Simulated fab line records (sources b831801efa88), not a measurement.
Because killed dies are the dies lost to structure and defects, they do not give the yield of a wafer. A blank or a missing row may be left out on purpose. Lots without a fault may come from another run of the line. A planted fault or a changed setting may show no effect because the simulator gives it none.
fab line records	flow gf180mcu
record lots=14	wafers=42	lastDay=34
route steps=602 shown NWELL@49 LVPWELL@64 VT_IMPLANT@100 DUAL_GATE@152
lots with no fault: from the same line, run without faults
startH: hours from the record's first day to the start of the lot's first wafer shown	waitH: time in hours since the lot's previous step	" as in the row above	L1.1+2: a row that stands for several wafers	- no value, or no start was given	* or withheld: withheld	< > ~ a bound
route shown NAME@n: NAME is a module with steps in the file, n the number in the route of the first one	usual: mean/standard deviation of fault-free wafers	same: alike in all rows	chamber/n: place in a boat	sites: each site's reading	_std_site: standard deviation across them	_edge_site: inner sites' mean taken away from outer sites' mean	radiusMm: how far each site lies from the wafer's centre	mask NAME#n: copy n	behind: the tool/chamber that last shaped the wafer	hold: cause of the lot's hold/its duration in hours/its outcome	device: names the non-switching transistor (n, p or np)	end of line: tests run on the same wafers once the route is complete	for a step that has no rows: nothing shown but its recipe	killed: count of dies lost to structure and defects at first sort (not the wafer's yield)	map: the dies of a wafer, with x for killed, . for not killed, _ for no die there
set.NAME: the setting that was run; set.NAME@STEP: the one run at that earlier step	model.NAME: the simulator's own value behind a step, which no gauge read
the route's steps for a sample of lots (tables are steps, rows are wafers)
services: when a tool's chamber went out of use (startH, in hours from the record's first day, below 0 if earlier), for how many hours, and the reason
## steps
# step GF_NWELL_OVL_MEAS_07
# usual NWELL_OVL=0.1/1.3
lot.wafer	tool	chamber	startH	waitH	NWELL_OVL[nm]
L216.1	overlay-01	-	64.32	-	3.9
L216.2	"	-	"	"	0.7
L216.5	"	-	"	"	-0.5
L217.2	overlay-01	-	72.08	-	-0.6
L217.5	"	-	"	"	1.2
L217.6	"	-	"	"	1.1
L219.1	overlay-01	-	80.22	-	-0.4
L219.4	"	-	"	"	-1.0
L219.6	"	-	"	"	-0.1
L223.3	overlay-01	-	101.24	-	-1.1
L223.4	"	-	"	"	1.3
L223.5	"	-	"	"	-0.4
L224.1	overlay-02	-	111.87	-	-2.4
L224.2	"	-	"	"	0.5
L224.3	"	-	"	"	0.2
L228.1	overlay-02	-	130.77	-	0.3
L228.5	"	-	"	"	-0.8
L228.6	"	-	"	"	0.4
L229.3	overlay-02	-	135.84	-	-2.2
L229.4	"	-	"	"	-0.4
L229.5	"	-	"	"	-2.6
L230.2	overlay-02	-	136.84	-	0.7
L230.4	"	-	"	"	1.5
L230.5	"	-	"	"	-0.9
L231.1	overlay-01	-	141.07	-	-0.5
L231.2	"	-	"	"	0.5
L231.4	"	-	"	"	-0.6
L233.1	overlay-01	-	152.57	-	-1.0
L233.2	"	-	"	"	1.1
L233.5	"	-	"	"	-2.3
L234.2	overlay-01	-	159.22	-	-1.1
L234.3	"	-	"	"	0.5
L234.5	"	-	"	"	-1.6
L236.1	overlay-01	-	169.71	-	0.2
L236.2	"	-	"	"	1.7
L236.4	"	-	"	"	-0.7
L237.2	overlay-02	-	175.89	-	0.5
L237.3	"	-	"	"	0.2
L237.6	"	-	"	"	2.6
L238.1	overlay-02	-	181.22	-	0.3
L238.2	"	-	"	"	-0.3
L238.5	"	-	"	"	0.5
# step GF_NWELL_STRIP_10
# recipe chemistry=O2/N2	powerW=1400	pressureMtorr=1500	platenTempC=250	o2FlowSccm=3000	n2FlowSccm=300	overashFraction=0.5
# usual chamberPressureMTorr=1500.2/1.2	drypumpMotorCurrentA=5.3/0.56	heaterPowerW=343/20	oesProductAu=0.723/0.0047	platenTempC=249.99/0.18	stripTimeToEndpointS=36.93/0.089
lot.wafer	tool	chamber	startH	waitH	chamberPressureMTorr	drypumpMotorCurrentA	heaterPowerW	oesProductAu	platenTempC	rfHoursCounterH	stripTimeToEndpointS
L216.1	plasmaAsher-03	0	64.65	0.1	1498.6	6.2	326	0.718	250.27	45	36.89
L216.2	"	1	"	"	1500.5	5.5	324	0.724	249.82	45	36.88
L216.5	"	1	"	"	1500.6	5.5	320	0.724	250.26	-	36.89
L217.2	plasmaAsher-01	1	72.41	0.1	1499.5	5.1	399	0.725	249.89	19	36.96
L217.5	"	0	"	"	1500.2	6.1	334	0.721	250.35	-	36.88
L217.6	"	1	"	"	1502.0	5.1	378	0.724	249.80	-	36.92
L219.1	plasmaAsher-03	1	80.55	0.1	1498.5	5.5	331	0.725	250.04	47	37.00
L219.4	"	1	"	"	1499.2	5.5	330	0.730	249.91	-	37.08
L219.6	"	1	"	"	1500.5	5.5	331	0.722	249.91	-	37.10
L223.3	plasmaAsher-02	1	101.60	0.1	-	-	-	-	-	-	-
L223.4	"	0	"	"	-	-	-	-	-	-	-
L223.5	"	0	"	"	-	-	-	-	-	-	-
L224.1	plasmaAsher-01	1	112.20	0.1	-	-	-	-	-	-	-
L224.2	"	0	"	"	-	-	-	-	-	-	-
L224.3	"	1	"	"	-	-	-	-	-	-	-
L228.1	plasmaAsher-02	1	131.11	0.1	1498.9	4.6	347	0.725	250.15	51	37.08
L228.5	"	0	"	"	1499.1	5.1	355	0.730	249.84	-	37.07
L228.6	"	1	"	"	1501.3	4.7	351	0.722	250.31	-	37.11
L229.3	plasmaAsher-02	1	136.19	0.1	1498.9	4.6	351	0.719	249.63	-	36.97
L229.4	"	0	"	"	1499.8	5.1	362	0.727	250.18	-	36.99
L229.5	"	0	"	"	1500.8	5.1	360	0.720	250.01	-	36.88
L230.2	plasmaAsher-01	1	137.17	0.1	1500.0	5.1	392	0.722	249.70	26	36.79
L230.4	"	1	"	"	1500.0	5.1	385	0.729	249.56	-	36.78
L230.5	"	1	"	"	1501.1	5.1	380	0.731	250.16	-	36.83
L231.1	plasmaAsher-01	0	141.40	0.1	1499.7	6.1	332	0.714	249.66	27	36.99
L231.2	"	1	"	"	1500.1	5.1	377	0.718	249.81	27	37.06
L231.4	"	1	"	"	1501.0	5.1	379	0.724	250.00	-	36.99
L233.1	plasmaAsher-02	1	152.91	0.1	1499.0	4.6	337	0.725	250.02	53	36.89
L233.2	"	0	"	"	1500.6	5.1	350	0.722	250.24	53	37.01
L233.5	"	1	"	"	1502.1	4.7	347	0.724	250.01	-	37.03
L234.2	plasmaAsher-03	1	159.55	0.1	1498.5	5.5	325	0.721	249.96	4	36.93
L234.3	"	0	"	"	1499.7	6.2	308	0.718	249.83	-	36.92
L234.5	"	1	"	"	1499.0	5.5	325	0.720	249.92	-	36.89
L236.1	plasmaAsher-02	1	170.05	0.1	1498.4	4.6	349	0.719	249.97	55	37.00
L236.2	"	0	"	"	1498.3	5.1	360	0.729	250.11	55	36.90
L236.4	"	0	"	"	1500.5	5.1	358	0.730	249.83	-	36.89
L237.2	plasmaAsher-03	1	176.22	0.1	1500.7	5.5	325	0.722	250.30	6	36.99
L237.3	"	0	"	"	1502.2	6.2	309	0.720	250.23	-	37.01
L237.6	"	0	"	"	1501.5	6.2	304	0.722	250.03	-	36.96
L238.1	plasmaAsher-02	0	181.56	0.1	1499.4	5.1	354	0.730	249.89	56	37.06
L238.2	"	1	"	"	1499.5	4.6	344	0.718	249.96	56	37.07
L238.5	"	0	"	"	1500.7	5.1	355	0.716	250.11	-	36.95
# step GF_LVPWELL_STRIP_10
# recipe chemistry=O2/N2	powerW=1400	pressureMtorr=1500	platenTempC=250	o2FlowSccm=3000	n2FlowSccm=300	overashFraction=0.5
# usual chamberPressureMTorr=1500.0/1.3	drypumpMotorCurrentA=5.4/0.62	heaterPowerW=350/19	oesProductAu=0.723/0.0047	platenTempC=250.03/0.16	stripTimeToEndpointS=36.92/0.095
lot.wafer	tool	chamber	startH	waitH	chamberPressureMTorr	drypumpMotorCurrentA	heaterPowerW	oesProductAu	platenTempC	rfHoursCounterH	stripTimeToEndpointS
L216.1	plasmaAsher-02	1	78.60	0.1	1501.2	4.6	349	0.727	249.96	46	36.94
L216.2	"	0	"	"	1499.3	5.0	357	0.726	250.25	46	36.99
L216.5	"	0	"	"	1502.4	5.0	350	0.724	250.00	-	36.91
L217.2	plasmaAsher-02	1	85.31	0.1	1496.6	4.6	349	0.716	249.96	46	36.88
L217.5	"	1	"	"	1500.9	4.6	346	0.727	249.80	-	36.90
L217.6	"	0	"	"	1499.0	5.1	348	0.720	249.99	-	36.92
L219.1	plasmaAsher-04	1	94.73	0.1	1500.5	6.4	345	0.727	250.08	45	36.99
L219.4	"	1	"	"	1500.4	6.4	343	0.725	250.25	-	36.79
L219.6	"	1	"	"	1499.7	6.4	336	0.712	250.10	-	36.92
L223.3	plasmaAsher-02	0	116.49	0.1	1498.7	5.0	359	0.742	250.22	-	81.11
L223.4	"	1	"	"	1500.9	4.6	355	0.735	249.97	-	81.20
L223.5	"	1	"	"	1497.6	4.6	352	0.742	249.74	-	81.40
L224.1	plasmaAsher-02	0	126.05	0.1	1499.7	5.1	360	0.746	249.76	51	81.26
L224.2	"	1	"	"	1498.7	4.6	343	0.731	250.02	51	81.04
L224.3	"	1	"	"	1498.6	4.6	354	0.741	249.63	-	81.10
L228.1	plasmaAsher-02	1	146.20	0.1	1499.0	4.6	352	0.725	249.94	53	36.87
L228.5	"	0	"	"	1500.9	5.1	361	0.727	249.99	-	36.90
L228.6	"	1	"	"	1502.2	4.6	351	0.728	250.21	-	37.00
L229.3	plasmaAsher-02	0	151.12	0.1	1499.7	5.1	360	0.716	250.30	-	37.04
L229.4	"	1	"	"	1497.2	4.6	344	0.724	250.12	-	37.14
L229.5	"	1	"	"	1500.3	4.7	344	0.716	250.07	-	36.98
L230.2	plasmaAsher-02	1	152.38	0.1	1502.3	4.6	349	0.720	250.19	53	36.83
L230.4	"	0	"	"	1500.3	5.1	346	0.729	250.15	-	36.76
L230.5	"	1	"	"	1499.1	4.7	349	0.726	249.82	-	36.83
L231.1	plasmaAsher-01	0	156.83	0.1	1500.3	6.1	332	0.721	249.99	29	36.92
L231.2	"	1	"	"	1500.7	5.1	384	0.721	250.15	29	37.05
L231.4	"	1	"	"	1499.3	5.1	389	0.718	250.24	-	36.99
L233.1	plasmaAsher-01	1	169.28	0.1	1500.4	5.1	391	0.722	250.02	30	36.69
L233.2	"	0	"	"	1500.0	6.1	333	0.723	249.98	30	36.73
L233.5	"	1	"	"	1501.6	5.1	383	0.727	250.11	-	36.82
L234.2	plasmaAsher-04	1	176.15	0.1	1499.3	6.5	346	0.719	250.29	53	37.10
L234.3	"	0	"	"	1501.7	5.5	333	0.719	249.82	-	37.05
L234.5	"	0	"	"	1499.0	5.5	328	0.719	249.75	-	37.03
L236.1	plasmaAsher-04	1	187.21	0.1	1499.7	6.4	347	0.726	249.88	54	36.80
L236.2	"	0	"	"	1497.3	5.5	324	0.729	250.21	54	36.94
L236.4	"	0	"	"	1500.8	5.5	335	0.720	249.89	-	36.77
L237.2	plasmaAsher-02	1	192.96	0.2	1500.9	4.6	342	0.720	250.15	57	37.12
L237.3	"	1	"	"	1499.8	4.6	341	0.719	250.37	-	36.99
L237.6	"	0	"	"	1503.0	5.1	361	0.722	250.21	-	37.03
L238.1	plasmaAsher-01	1	198.38	0.1	1499.9	5.1	398	0.714	250.18	33	36.66
L238.2	"	0	"	"	1501.0	6.1	336	0.729	250.00	33	36.79
L238.5	"	1	"	"	1499.8	5.1	388	0.728	249.66	-	36.74
# step GF_LVPWELL_TW_MEAS_11
# usual LVPWELL_TW=559/11
lot.wafer	tool	chamber	startH	waitH	LVPWELL_TW
L216.1	filmMetro-02	-	78.70	0.1	565
L216.2	"	-	"	"	564
L216.5	"	-	"	"	564
L217.2	filmMetro-04	-	85.42	0.1	570
L217.5	"	-	"	"	568
L217.6	"	-	"	"	568
L219.1	filmMetro-01	-	94.83	0.1	545
L219.4	"	-	"	"	542
L219.6	"	-	"	"	542
L223.3	filmMetro-04	-	116.58	0.1	30
L223.4	"	-	"	"	31
L223.5	"	-	"	"	31
L224.1	filmMetro-02	-	126.15	0.1	30
L224.2	"	-	"	"	30
L224.3	"	-	"	"	30
L228.1	filmMetro-02	-	146.30	0.1	562
L228.5	"	-	"	"	562
L228.6	"	-	"	"	560
L229.3	filmMetro-01	-	151.20	0.1	547
L229.4	"	-	"	"	542
L229.5	"	-	"	"	546
L230.2	filmMetro-01	-	152.49	0.1	544
L230.4	"	-	"	"	547
L230.5	"	-	"	"	544
L231.1	filmMetro-02	-	156.93	0.1	562
L231.2	"	-	"	"	560
L231.4	"	-	"	"	559
L233.1	filmMetro-04	-	169.38	0.1	572
L233.2	"	-	"	"	571
L233.5	"	-	"	"	571
L234.2	filmMetro-02	-	176.26	0.1	569
L234.3	"	-	"	"	563
L234.5	"	-	"	"	563
L236.1	filmMetro-01	-	187.31	0.1	544
L236.2	"	-	"	"	544
L236.4	"	-	"	"	548
L237.2	filmMetro-02	-	193.07	0.1	558
L237.3	"	-	"	"	559
L237.6	"	-	"	"	559
L238.1	filmMetro-02	-	198.48	0.1	559
L238.2	"	-	"	"	559
L238.5	"	-	"	"	559
# step GF_VT_IMPLANT_TW_MEAS_10
# usual VT_IMPLANT_TW=566/5.4
lot.wafer	tool	chamber	startH	waitH	VT_IMPLANT_TW
L216.1	filmMetro-04	-	121.86	0.1	573
L216.2	"	-	"	"	576
L216.5	"	-	"	"	573
L217.2	filmMetro-02	-	129.16	0.1	567
L217.5	"	-	"	"	563
L217.6	"	-	"	"	567
L219.1	filmMetro-02	-	139.21	0.1	567
L219.4	"	-	"	"	567
L219.6	"	-	"	"	564
L223.3	filmMetro-02	-	163.58	0.1	563
L223.4	"	-	"	"	566
L223.5	"	-	"	"	563
L224.1	filmMetro-03	-	173.57	0.1	564
L224.2	"	-	"	"	566
L224.3	"	-	"	"	563
L228.1	filmMetro-03	-	195.86	0.1	559
L228.5	"	-	"	"	563
L228.6	"	-	"	"	560
L229.3	filmMetro-02	-	200.19	0.1	559
L229.4	"	-	"	"	563
L229.5	"	-	"	"	565
L230.2	filmMetro-04	-	202.42	0.1	576
L230.4	"	-	"	"	576
L230.5	"	-	"	"	576
L231.1	filmMetro-02	-	206.67	0.1	561
L231.2	"	-	"	"	562
L231.4	"	-	"	"	564
L233.1	filmMetro-03	-	220.65	0.1	561
L233.2	"	-	"	"	563
L233.5	"	-	"	"	565
L234.2	filmMetro-02	-	228.42	0.1	567
L234.3	"	-	"	"	564
L234.5	"	-	"	"	568
L236.1	filmMetro-03	-	241.85	0.1	561
L236.2	"	-	"	"	562
L236.4	"	-	"	"	562
L237.2	filmMetro-04	-	247.33	0.1	574
L237.3	"	-	"	"	576
L237.6	"	-	"	"	574
L238.1	filmMetro-03	-	252.90	0.1	562
L238.2	"	-	"	"	559
L238.5	"	-	"	"	559
# step GF_DUAL_GATE_OVL_MEAS_11
# usual DUAL_GATE_OVL=-1.0/1.5
lot.wafer	tool	chamber	startH	waitH	DUAL_GATE_OVL[nm]
L216.1	overlay-01	-	188.76	0.1	-3.2
L216.2	"	-	"	"	-2.7
L216.5	"	-	"	"	-3.2
L217.2	overlay-01	-	196.18	0.1	-0.9
L217.5	"	-	"	"	-1.7
L217.6	"	-	"	"	-0.8
L219.1	overlay-02	-	206.41	0.1	-1.2
L219.4	"	-	"	"	-2.7
L219.6	"	-	"	"	0.0
L223.3	overlay-02	-	233.93	0.1	-1.2
L223.4	"	-	"	"	-0.9
L223.5	"	-	"	"	2.1
L224.1	overlay-01	-	246.04	0.1	-1.5
L224.2	"	-	"	"	-3.0
L224.3	"	-	"	"	-3.9
L228.1	overlay-01	-	272.17	0.1	-1.3
L228.5	"	-	"	"	0.0
L228.6	"	-	"	"	-0.3
L229.3	overlay-01	-	276.61	0.1	-2.1
L229.4	"	-	"	"	0.3
L229.5	"	-	"	"	-0.5
L230.2	overlay-02	-	279.43	0.1	1.7
L230.4	"	-	"	"	-0.2
L230.5	"	-	"	"	0.3
L231.1	overlay-02	-	283.82	0.1	0.0
L231.2	"	-	"	"	-2.5
L231.4	"	-	"	"	-0.2
L233.1	overlay-01	-	299.49	0.1	-1.9
L233.2	"	-	"	"	-4.2
L233.5	"	-	"	"	-3.0
L234.2	overlay-01	-	310.03	0.1	-1.2
L234.3	"	-	"	"	-0.9
L234.5	"	-	"	"	-1.3
L236.1	overlay-02	-	322.84	0.1	0.2
L236.2	"	-	"	"	0.3
L236.4	"	-	"	"	0.2
L237.2	overlay-01	-	331.23	0.1	-0.5
L237.3	"	-	"	"	-2.3
L237.6	"	-	"	"	-0.4
L238.1	overlay-01	-	335.96	0.1	-2.8
L238.2	"	-	"	"	-4.4
L238.5	"	-	"	"	-2.5
## services
tool	chamber	startH	hours	kind
plasmaAsher-03	-	108.75	9.0	pm
plasmaAsher-03	0	108.75	9.0	ventCycle
plasmaAsher-03	1	108.75	9.0	ventCycle
plasmaAsher-03	0	117.75	-	clean
plasmaAsher-03	1	117.75	-	clean
plasmaAsher-04	-	118.32	1.2	repair
## key
firstSign step=GF_NWELL_STRIP_10	reading=toolRecord	direction=missing
effect step=GF_LVPWELL_STRIP_10	reading=stripTimeToEndpointS	direction=up	sigmas=99+	usual=*	struck=*
effect step=GF_LVPWELL_TW_MEAS_11	reading=LVPWELL_TW	direction=down	sigmas=48	usual=559	struck=30
metAt GF_NWELL_STRIP_10
struckLots L223,L224
sortLeftOut L223.3,L223.4,L223.5,L224.1,L224.2,L224.3
testerLeftOut L223,L224
notActingAt GF_NWELL_OVL_MEAS_07,GF_VT_IMPLANT_TW_MEAS_10,GF_DUAL_GATE_OVL_MEAS_11
onsetBetween 72.41 101.60
fault kind=skippedStepWhole	tool=plasmaAsher-01,plasmaAsher-02	chamber=-	onsetH=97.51	steps=GF_NWELL_STRIP_10	scope=struckLotsOnly
# testerLeftOut: of these lots the tester's yield and bins aren't shown, on N5 and GAA mostly nor the transistor test; their killed dies are dies lost to structure and defects alone, not to doping, threshold or leakage, so they don't give the yield
# sortLeftOut: the simulated sort isn't trusted on such a fault, so these wafers' sort isn't shown, and their yield isn't known
